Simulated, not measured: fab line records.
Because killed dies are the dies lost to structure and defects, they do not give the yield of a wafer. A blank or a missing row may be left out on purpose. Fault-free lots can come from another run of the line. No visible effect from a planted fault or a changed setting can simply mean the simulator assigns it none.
Problem report in the 8D (eight disciplines) form, filled by code / flow sky130 / the parts of the form that need people (team, actions taken, sign-off) are left out

1. THE ISSUE
Mean of time-to-endpoint-s at SKY_VIA1_CMP_24: 37 s across 4 wafers in 2 lots; on wafers with no fault it is 66 s (standard deviation 4.5). That puts it -6.4 standard deviations away from the usual mean.
The step: polishes, stops on SiO2, t overpolish 15 s, target thk 0 nm.
The first sign was on wafer L425.6 at day 37 23:58, on cmp-01. At this step, 18 wafers from 6 lots have a number in the record. By rule, "out" or "out of limits" means more than 4 standard deviations away from the usual mean. Any other wafer with a number is counted as sound.

2. WHAT THIS IS AND IS NOT
question=which readings at this step | is=time-to-endpoint-s | is not=motor-current-A, overpolish-run-s, slurry-flow-ml-min
question=which lots | is=L425, L426 | is not=L412, L415, L424, L435
question=which wafers of those lots | is=L425.6, L426.3, L426.5, L426.6 | is not=L425.1, L425.4
question=read on which tools | is=cmp-01 | is not=cmp-02
question=when | is=from day 37 23:58 | is not=up to then (11 sound wafers); but 3 sound wafers of L435 came after

3. THE SUSPECTS, EACH WITH WHAT RULES IT OUT
Counting: if a tool at a process step up to the reading ran every lot that is out, it stays a suspect. Sound lots after the first of them don't rule it out here, since some wafers of a struck lot are sound.
- cmp-01 at SKY_VIA1_CMP_24 (polishes, stops on SiO2, t overpolish 15 s, target thk 0 nm): kept. Ran every lot that is out, first one L425 (day 37 23:58); last sound lot up to then L415 (day 35 21:40). Out on those wafers are its own readings of time-to-endpoint-s.
After counting, what remains is cmp-01 at SKY_VIA1_CMP_24.

4. THE CAUSE (what the simulator had put in)
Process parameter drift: cmp-01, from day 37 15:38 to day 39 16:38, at SKY_VIA1_CMP_24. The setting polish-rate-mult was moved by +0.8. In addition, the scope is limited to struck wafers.
The count eliminated every tool but this one.

5. THE CHAIN OF EFFECTS, in route order
Rows list readings where the struck wafers' mean (over those with a number) sits beyond 3 standard deviations from the usual. Readings are gone through only where the record gives a usual standard deviation; hours: the median, over the lots, of the time from a lot's start at the first step in this table giving one to that lot's start at this step; sigmas: the change measured in usual standard deviations.
hours=0; step=SKY_VIA1_CMP_24; reading=time-to-endpoint-s; usual=66 s; on struck wafers=37; change=-29; sigmas=-6.4
It contains these process steps:
- SKY_VIA1_CMP_24: polishes, stops on SiO2, t overpolish 15 s, target thk 0 nm.
Later steps that measure or inspect, where all struck wafers having a row at the step show a number for every such reading and not one has moved that far: SKY_METAL2_RS_MEAS_05, SKY_METAL2_THK_MEAS_06, SKY_METAL2_CD_MEAS_15, SKY_METAL2_OVL_MEAS_16.

6. WHAT WOULD HAVE CAUGHT IT SOONER
First out-of-limits reading in this record: day 37 23:58, which is 8 hours after fault onset at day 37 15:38.
